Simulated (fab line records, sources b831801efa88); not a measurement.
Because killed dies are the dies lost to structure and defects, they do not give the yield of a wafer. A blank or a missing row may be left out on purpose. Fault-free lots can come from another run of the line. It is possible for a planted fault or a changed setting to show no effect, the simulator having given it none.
A lot that was struck, set against a sound lot / flow sky130 / 35 out of 708 route steps
Sound: the wafers L314.2, L314.5, L314.6. Struck: wafer L302.4 (L302.3, L302.5, from the same lot, were not struck and are left out); the cause is given at the end.
Per side, at each step with rows, come the tool, then ch with its chambers, and then its first start. Under that, the readings that differ: sound wafers / struck wafers / difference of the means / sigmas: that difference in standard deviations of wafers without a fault.
alike: readings with means less than 2 such deviations apart, plus words and numbers identical on both sides. not compared: withheld readings, readings lacking a value on some wafer, bounds such as >300 that could conceal the same value, and numbers that have no deviation in the record and whose values overlap.
A row with sigmas, a row that says differs or no value, or rows on one side alone: a step with any of these is where the two part. Numbers that don't overlap but have no deviation are shown without sigmas and don't part them. A reading that every wafer of one side lacks parts them only if that side has two wafers or more.

first, 5 steps without rows for these wafers: SKY_METAL5_SOFTBAKE_10 (time 60 s); SKY_METAL5_EXPOSE_11 (exposes mask MM5, target cd 1600 nm); SKY_METAL5_PEB_12; SKY_METAL5_DEVELOP_13 (develop time 60 s); SKY_METAL5_DESCUM_14 (chemistry O2, time 11 s).
SKY_METAL5_METAL_ETCH_15: etches the open film in Cl2/BCl3, stops on SiO2, target depth 1260 nm, time 252 s.
  sound on rie metal-03 ch 0,1, day 48 01:28; struck on rie metal-02 ch 0, day 44 15:37
  alike: drypump motor current A, mfc cl2 sccm, oes product au, throttle valve pct
  not compared: rf hours counter h
SKY_METAL5_STRIP_16: strips in O2/N2.
  sound on plasma asher-02 ch 0,1, day 48 01:43; struck on plasma asher-01 ch 0, day 44 15:49
reading=oes product au (a.u.); sound=0.723 0.710 0.713; struck=0.702; difference=-0.013; sigmas=-3
  alike: drypump motor current A, strip time to endpoint s
  not compared: rf hours counter h
then, 3 steps without rows for these wafers: SKY_METAL5_STRIP_17 (strips in post etch residue remover, time 1200 s); SKY_METAL5_CLEAN_18 (cleans in IPA, time 180 s); SKY_METAL5_CLEAN_19 (cleans in O3/DIW).
SKY_PASSIVATION_CVD_00: deposits SiO2, target thk 90 nm.
  sound on pecvd-03 ch 0,1,2, day 48 02:30; struck on pecvd-02 ch 0, day 44 16:23
  alike: heater power w, susceptor temp C
SKY_PASSIVATION_THK_MEAS_01:
  sound: film metro-04 at day 48 02:32; struck: film metro-01 at day 44 16:25
reading=PASSIVATION_CVD_00_THK (nm); sound=89.0 88.0 88.5; struck=92.1; difference=+3.6; sigmas=+3
SKY_PASSIVATION_CVD_02: deposits Si3N4, target thk 540 nm.
  sound on pecvd-01 ch 0,2, day 48 02:35; struck on pecvd-03 ch 0, day 44 16:28
reading=model.Si3N4_of_PASSIVATION_CVD_02.thk nm (nm); sound=534 537.2 535.2; struck=643.1; difference=+107.6; sigmas=
  alike: heater power w, susceptor temp C
SKY_PASSIVATION_THK_MEAS_03:
  sound: film metro-01 at day 48 02:49; struck: film metro-04 at day 44 16:42
reading=PASSIVATION_CVD_02_THK (nm); sound=534 537 535; struck=643; difference=+108; sigmas=+14
then, 7 steps without rows for these wafers: SKY_PASSIVATION_DEHYDRATE_04 (time 60 s); SKY_PASSIVATION_HMDS_05 (prime time 60 s); SKY_PASSIVATION_COAT_06 (resist thk 3000 nm); SKY_PASSIVATION_SOFTBAKE_07; SKY_PASSIVATION_EXPOSE_08 (exposes mask NSM, target cd 3000 nm); SKY_PASSIVATION_PEB_09; SKY_PASSIVATION_DEVELOP_10 (develop time 60 s).
SKY_PASSIVATION_ETCH_11: etches the open film in CF4/O2, stops on AlCu, target depth 725 nm, time 161.1 s.
  sound on rie diel-02 ch 0,1,3, day 48 20:43; struck on rie diel-02 ch 1, day 45 13:40
reading=model.etch.depth nm (nm); sound=698.1 700.4 697.3; struck=723.6; difference=+25.0; sigmas=
reading=model.PASSIVATION.feature depth nm (nm); sound=698.1 700.4 697.3; struck=723.6; difference=+25.0; sigmas=
  alike: drypump motor current A, oes product au, throttle valve pct
  not compared: rf hours counter h
SKY_PASSIVATION_STRIP_12: strips in O2/N2.
  sound on plasma asher-02 ch 0,1, day 48 20:49; struck on plasma asher-03 ch 0, day 45 13:48
  alike: drypump motor current A, oes product au, strip time to endpoint s
  not compared: rf hours counter h
then, 7 steps without rows for these wafers: SKY_PAD_OPEN_DEHYDRATE_00 (time 60 s); SKY_PAD_OPEN_HMDS_01 (prime time 60 s); SKY_PAD_OPEN_COAT_02 (resist thk 3000 nm); SKY_PAD_OPEN_SOFTBAKE_03; SKY_PAD_OPEN_EXPOSE_04 (exposes mask PDM, target cd 60000 nm); SKY_PAD_OPEN_PEB_05; SKY_PAD_OPEN_DEVELOP_06 (develop time 60 s).
SKY_PAD_OPEN_ETCH_07: etches the open film in CF4/O2, stops on AlCu, target depth 725 nm, time 161.1 s.
  sound on rie diel-04 ch 0,3, day 49 14:03; struck on rie diel-03 ch 2, day 46 10:46
reading=model.etch.depth nm (nm); sound=698.1 700.4 697.3; struck=710.8; difference=+12.2; sigmas=
reading=model.PAD_OPEN.feature depth nm (nm); sound=698.1 700.4 697.3; struck=710.8; difference=+12.2; sigmas=
  alike: drypump motor current A, oes product au, throttle valve pct
  not compared: rf hours counter h
SKY_PAD_OPEN_STRIP_08: strips in O2/N2.
  sound on plasma asher-04 ch 0,1, day 49 14:10; struck on plasma asher-01 ch 0, day 46 10:55
  alike: drypump motor current A, oes product au, strip time to endpoint s
  not compared: rf hours counter h
SKY_PAD_OPEN_STRIP_09: strips in post etch residue remover, time 1200 s.
  sound on wet bench-01 ch 0, day 49 14:16; struck on wet bench-03 ch 0, day 46 10:58
reading=model.Si3N4_of_PASSIVATION_CVD_02.thk nm (nm); sound=533.6 536.9 534.8; struck=642.7; difference=+107.6; sigmas=
then, 1 step without rows for these wafers: SKY_PAD_OPEN_CLEAN_10 (cleans in IPA, time 180 s).
SKY_PAD_OPEN_PROBE_99:
  sound: prober-01 at day 49 16:27; struck: prober-01 at day 46 13:35
reading=killed short; sound=47 48 42; struck=34; difference=-12; sigmas=-2
reading=sort_bin_3_pad_short (%); sound=1.0 1.2 1.0; struck=0; difference=-1; sigmas=-2
  alike: defect limited yield, killed_at_M0_to_M3, killed_at_M4_up, killed at contacts, killed at front end, killed at other, killed dies, killed on rim, killed open, sort_bin_5_function, sort_bin_6_memory, sort n pass, sort yield pct

WHERE THEY PART
Last at SKY_PAD_OPEN_PROBE_99 as far as this record goes, first at SKY_METAL5_STRIP_16.

WHY: the cause the simulator had injected
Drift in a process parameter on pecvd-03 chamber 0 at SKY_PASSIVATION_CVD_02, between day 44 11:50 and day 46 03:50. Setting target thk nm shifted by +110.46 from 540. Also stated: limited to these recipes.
